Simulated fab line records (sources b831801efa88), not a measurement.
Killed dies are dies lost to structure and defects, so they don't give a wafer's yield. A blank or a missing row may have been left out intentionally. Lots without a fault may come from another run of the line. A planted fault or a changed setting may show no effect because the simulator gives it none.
fab line records	flow sky130
[record] lots = 11	wafers = 33	last-day = 50
route steps=708 shown METAL4@599 CAP2M@605
lots untouched by any fault: they come from a run of this same line in which no faults occurred
start-h: start of the lot's first displayed wafer, in hours after the record's first day	wait-h: how many hours have passed since the lot's step before this one	" the same as in the row above	L1.1+2: several wafers, shown together as one row	- either no value or no given start	* or withheld: withheld	< > ~ a bound
route shown NAME@n: NAME is a module with steps in the file, n the number in the route of the first one	usual: mean/standard deviation taken from wafers without a fault	same: alike in all rows	chamber/n: place in a boat	sites: the reading at each site	_std_site: the values' standard deviation	_edge_site: the outer-site mean with the inner-site mean subtracted	radius-mm: how far each site lies from the wafer's centre	mask NAME#n: copy n	behind: the most recent tool/chamber to have shaped the wafer	hold: cause of the lot's hold/its duration in hours/its outcome	device: which transistor (n, p or np) failed to switch	end of line: the tests these same wafers got at the end of their route	where a step has no rows: the recipe by itself	killed: at the first sort, the dies lost to defects and structure; wafer yield is something else	map: a wafer's dies, x killed, . not, _ none there
set.NAME: the setting the step ran with; set.NAME@STEP: the setting that earlier step ran with	model.NAME: the simulator's own value behind a step, which no gauge read
route steps across a sampled set of lots; one table per step, one row per wafer
services: when a tool's chamber went out of use (start-h, in hours from the record's first day, below 0 if earlier), for how many hours, and the reason
[[steps]]
[step SKY_METAL4_SPUTTER_01]
[recipe] material = TiN	target-thk-nm = 20	power-w = 6500	time-s = 16.7	chamber-pressure-pa = 0.4
[usual] throttle-valve-pct = 29.7/0.85
lot.wafer	tool	chamber	start-h	wait-h	throttle-valve-pct
L536.2	pvd-sputter-01	-	929.89	0.0	29.1
L536.3	"	-	"	"	29.7
L536.4	"	-	"	"	30.2
L539.1	pvd-sputter-02	-	941.81	0.0	30.0
L539.4	"	-	"	"	30.7
L539.6	"	-	"	"	30.1
L541.1	pvd-sputter-01	-	960.88	0.0	29.6
L541.2	"	-	"	"	30.0
L541.3	"	-	"	"	28.9
L542.1	pvd-sputter-01	-	969.33	0.0	29.7
L542.3	"	-	"	"	29.9
L542.4	"	-	"	"	29.2
L543.2	pvd-sputter-03	-	982.06	0.0	28.7
L543.3	"	-	"	"	28.8
L543.4	"	-	"	"	28.8
L547.3	pvd-sputter-01	-	1018.42	0.0	30.3
L547.5	"	-	"	"	29.3
L547.6	"	-	"	"	30.1
L548.1	pvd-sputter-01	-	1023.23	0.0	29.5
L548.2	"	-	"	"	29.3
L548.4	"	-	"	"	29.8
L549.1	pvd-sputter-02	-	1023.96	0.0	30.3
L549.3	"	-	"	"	29.7
L549.4	"	-	"	"	31.3
L554.1	pvd-sputter-02	-	1048.60	0.0	29.7
L554.3	"	-	"	"	31.1
L554.5	"	-	"	"	30.6
L555.1	pvd-sputter-02	-	1054.03	0.0	29.9
L555.3	"	-	"	"	30.5
L555.6	"	-	"	"	30.5
L558.3	pvd-sputter-01	-	1076.19	0.0	29.8
L558.4	"	-	"	"	30.3
L558.6	"	-	"	"	30.1
[step SKY_CAP2M_SPUTTER_02]
[recipe] material = TiN	target-thk-nm = 200	temp-c = 300	power-w = 6500	time-s = 166.7	chamber-pressure-pa = 0.4
[usual] throttle-valve-pct = 29.3/0.56
lot.wafer	tool	chamber	start-h	wait-h	throttle-valve-pct
L536.2	pvd-sputter-03	-	930.10	0.0	28.9
L536.3	"	-	"	"	28.8
L536.4	"	-	"	"	28.5
L539.1	pvd-sputter-01	-	942.03	0.1	29.4
L539.4	"	-	"	"	29.5
L539.6	"	-	"	"	29.5
L541.1	pvd-sputter-03	-	961.10	0.1	28.8
L541.2	"	-	"	"	28.6
L541.3	"	-	"	"	28.7
L542.1	pvd-sputter-04	-	969.54	0.1	28.8
L542.3	"	-	"	"	29.2
L542.4	"	-	"	"	30.5
L543.2	pvd-sputter-04	-	982.27	0.0	28.9
L543.3	"	-	"	"	29.7
L543.4	"	-	"	"	28.9
L547.3	pvd-sputter-04	-	1018.63	0.0	30.0
L547.5	"	-	"	"	28.9
L547.6	"	-	"	"	30.3
L548.1	pvd-sputter-03	-	1023.49	0.1	28.8
L548.2	"	-	"	"	28.9
L548.4	"	-	"	"	28.8
L549.1	pvd-sputter-04	-	1024.17	0.1	29.1
L549.3	"	-	"	"	29.4
L549.4	"	-	"	"	30.2
L554.1	pvd-sputter-01	-	1048.81	0.1	29.2
L554.3	"	-	"	"	29.5
L554.5	"	-	"	"	30.4
L555.1	pvd-sputter-04	-	1054.24	0.1	30.5
L555.3	"	-	"	"	29.5
L555.6	"	-	"	"	29.4
L558.3	pvd-sputter-03	-	1076.40	0.0	28.6
L558.4	"	-	"	"	28.8
L558.6	"	-	"	"	28.9
[step SKY_CAP2M_RS_MEAS_03]
[recipe] thk-meas-gauge = four-point-probe	reads = TiN_of_CAP2M_SPUTTER_02
[usual] CAP2M_TIN_RS = 6.94/0.11
lot.wafer	tool	chamber	start-h	wait-h	CAP2M_TIN_RS[ohm/sq]
L536.2	film-metro-01	-	930.23	0.1	6.93
L536.3	"	-	"	"	6.98
L536.4	"	-	"	"	6.70
L539.1	film-metro-03	-	942.14	0.1	6.98
L539.4	"	-	"	"	6.90
L539.6	"	-	"	"	6.96
L541.1	film-metro-04	-	961.21	0.1	6.69
L541.2	"	-	"	"	6.89
L541.3	"	-	"	"	7.08
L542.1	film-metro-04	-	969.65	0.1	6.91
L542.3	"	-	"	"	6.92
L542.4	"	-	"	"	7.09
L543.2	film-metro-03	-	982.40	0.1	6.85
L543.3	"	-	"	"	6.92
L543.4	"	-	"	"	6.88
L547.3	film-metro-04	-	1018.78	0.1	7.22
L547.5	"	-	"	"	6.98
L547.6	"	-	"	"	7.22
L548.1	film-metro-01	-	1023.60	0.1	7.06
L548.2	"	-	"	"	6.79
L548.4	"	-	"	"	6.93
L549.1	film-metro-01	-	1024.28	0.1	6.85
L549.3	"	-	"	"	6.93
L549.4	"	-	"	"	7.19
L554.1	film-metro-04	-	1048.92	0.1	7.04
L554.3	"	-	"	"	6.87
L554.5	"	-	"	"	7.00
L555.1	film-metro-01	-	1054.35	0.1	7.18
L555.3	"	-	"	"	7.00
L555.6	"	-	"	"	7.00
L558.3	film-metro-03	-	1076.55	0.1	6.96
L558.4	"	-	"	"	6.80
L558.6	"	-	"	"	7.03
[step SKY_CAP2M_COAT_07]
[recipe] resist = NOVOLAK	spin-rpm = 3000	resist-thk-nm = 1140
[usual] spin-speed-rpm = 2999.8/1.8
lot.wafer	tool	chamber	start-h	wait-h	spin-speed-rpm
L536.2	litho-track-02	0	943.12	0.1	2999.6
L536.3	"	0	"	"	2998.7
L536.4	"	0	"	"	2999.0
L539.1	litho-track-02	0	953.34	0.1	3003.2
L539.4	"	0	"	"	3001.2
L539.6	"	0	"	"	2998.8
L541.1	litho-track-02	0	973.49	0.1	3000.5
L541.2	"	0	"	"	2998.9
L541.3	"	0	"	"	3001.9
L542.1	litho-track-03	0	981.00	0.1	3001.1
L542.3	"	0	"	"	3002.0
L542.4	"	0	"	"	2996.9
L543.2	litho-track-03	0	994.08	0.1	2997.8
L543.3	"	0	"	"	3001.4
L543.4	"	0	"	"	3001.4
L547.3	litho-track-03	0	1029.45	0.1	2710.6
L547.5	"	0	"	"	2713.9
L547.6	"	0	"	"	2712.3
L548.1	litho-track-03	0	1034.50	0.1	2712.6
L548.2	"	0	"	"	2712.2
L548.4	"	0	"	"	2712.7
L549.1	litho-track-03	0	1035.10	0.1	2711.6
L549.3	"	0	"	"	2714.1
L549.4	"	0	"	"	2713.6
L554.1	litho-track-01	0	1059.41	0.1	3002.0
L554.3	"	0	"	"	2999.2
L554.5	"	0	"	"	2999.3
L555.1	litho-track-01	0	1065.46	0.1	3000.8
L555.3	"	0	"	"	3001.0
L555.6	"	0	"	"	3000.8
L558.3	litho-track-02	0	1087.70	0.1	3000.9
L558.4	"	0	"	"	2999.5
L558.6	"	0	"	"	3002.4
[step SKY_CAP2M_STRIP_14]
[recipe] chemistry = O2/N2	power-w = 1400	pressure-mtorr = 1500	platen-temp-c = withheld	o2-flow-sccm = 3000	n2-flow-sccm = 300	overash-fraction = 0.5
[usual] drypump-motor-current-A = 5.56/0.25	n2-flow-sccm = 300.0/0.91	oes-product-au = 0.710/0.0044	strip-time-to-endpoint-s = 12.65/0.053
lot.wafer	tool	chamber	start-h	wait-h	drypump-motor-current-A	n2-flow-sccm	oes-product-au	rf-hours-counter-h	strip-time-to-endpoint-s
L536.2	plasma-asher-02	1	954.96	0.1	5.39	300.9	0.712	85	12.63
L536.3	"	0	"	"	5.30	302.0	0.712	-	12.72
L536.4	"	1	"	"	5.41	299.0	0.705	-	12.70
L539.1	plasma-asher-04	1	965.87	0.1	6.00	298.8	0.710	56	12.70
L539.4	"	1	"	"	6.01	298.7	0.707	-	12.68
L539.6	"	1	"	"	5.99	298.7	0.700	-	12.73
L541.1	plasma-asher-02	0	985.61	0.1	5.30	300.1	0.706	88	12.74
L541.2	"	1	"	"	5.38	301.7	0.711	88	12.69
L541.3	"	0	"	"	5.30	300.2	0.715	-	12.73
L542.1	plasma-asher-02	0	993.41	0.1	5.33	300.1	0.712	89	12.67
L542.3	"	1	"	"	5.37	298.8	0.709	-	12.64
L542.4	"	0	"	"	5.34	299.2	0.710	-	12.72
L543.2	plasma-asher-02	1	1005.87	0.1	5.37	299.8	0.706	90	12.75
L543.3	"	1	"	"	5.39	298.8	0.713	-	12.75
L543.4	"	0	"	"	5.33	301.5	0.708	-	12.71
L547.3	plasma-asher-03	1	1041.08	0.1	5.75	300.3	0.711	-	13.24
L547.5	"	1	"	"	5.75	300.3	0.715	-	13.25
L547.6	"	0	"	"	5.40	299.8	0.714	-	13.23
L548.1	plasma-asher-03	1	1046.35	0.2	5.74	300.1	0.714	115	13.30
L548.2	"	0	"	"	5.36	300.2	0.707	115	13.28
L548.4	"	1	"	"	5.75	299.1	0.703	-	13.31
L549.1	plasma-asher-02	0	1046.62	0.1	5.32	300.7	0.712	94	13.23
L549.3	"	0	"	"	5.29	299.6	0.710	-	13.25
L549.4	"	1	"	"	5.38	299.7	0.701	-	13.23
L554.1	plasma-asher-03	1	1069.42	0.1	5.76	301.2	0.710	1	12.60
L554.3	"	0	"	"	5.38	301.1	0.717	-	12.60
L554.5	"	0	"	"	5.38	300.2	0.714	-	12.66
L555.1	plasma-asher-03	0	1075.86	0.1	5.38	300.8	0.704	1	12.62
L555.3	"	0	"	"	5.35	300.8	0.706	-	12.60
L555.6	"	0	"	"	5.36	300.7	0.715	-	12.65
L558.3	plasma-asher-03	0	1097.44	0.1	5.35	298.6	0.716	-	12.66
L558.4	"	1	"	"	5.78	298.7	0.713	-	12.61
L558.6	"	0	"	"	5.37	300.0	0.716	-	12.60
[[services]]
tool	chamber	start-h	hours	kind
pvd-sputter-01	-	916.38	1.0	repair
pvd-sputter-03	2	941.52	-	consumable-replace:kit
pvd-sputter-03	2	941.52	18.0	scheduled-down
pvd-sputter-03	2	941.52	18.0	vent-cycle
pvd-sputter-04	0	949.25	-	consumable-replace:kit
pvd-sputter-04	0	949.25	18.0	scheduled-down
pvd-sputter-04	0	949.25	18.0	vent-cycle
plasma-asher-03	-	953.65	2.6	repair
plasma-asher-03	-	965.28	2.8	repair
pvd-sputter-01	1	1000.21	-	consumable-replace:kit
pvd-sputter-01	1	1000.21	18.0	scheduled-down
pvd-sputter-01	1	1000.21	18.0	vent-cycle
pvd-sputter-03	1	1053.74	-	consumable-replace:kit
pvd-sputter-03	1	1053.74	18.0	scheduled-down
pvd-sputter-03	1	1053.74	18.0	vent-cycle
plasma-asher-03	-	1055.25	9.0	pm
plasma-asher-03	0	1055.25	9.0	vent-cycle
plasma-asher-03	1	1055.25	9.0	vent-cycle
plasma-asher-03	0	1064.25	-	clean
pvd-sputter-01	-	1069.15	3.0	repair
pvd-sputter-04	-	1070.49	1.3	repair
pvd-sputter-03	-	1072.75	3.6	repair
pvd-sputter-02	-	1075.46	5.2	repair
plasma-asher-04	-	1083.95	14.6	pm
[[key]]
[first-sign] step = SKY_CAP2M_COAT_07	reading = spin-speed-rpm	direction = down	sigmas = 99+	usual = 2999.8	struck = 2712.6
[effect] step = SKY_CAP2M_STRIP_14	reading = strip-time-to-endpoint-s	direction = up	sigmas = 12	usual = *	struck = *
met-at SKY_CAP2M_COAT_07
struck-lots L547,L548,L549
not-acting-at SKY_METAL4_SPUTTER_01,SKY_CAP2M_SPUTTER_02,SKY_CAP2M_RS_MEAS_03
onset-between 994.08 1029.45
[fault] kind = process-parameter-drift	tool = litho-track-03	chamber = -	onset-h = 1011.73	steps = SKY_CAP2M_COAT_07	channel = spin-rpm	offset = -287.52	shape = step	end-h = 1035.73	acts-in = these-recipes-only	stated = 3000
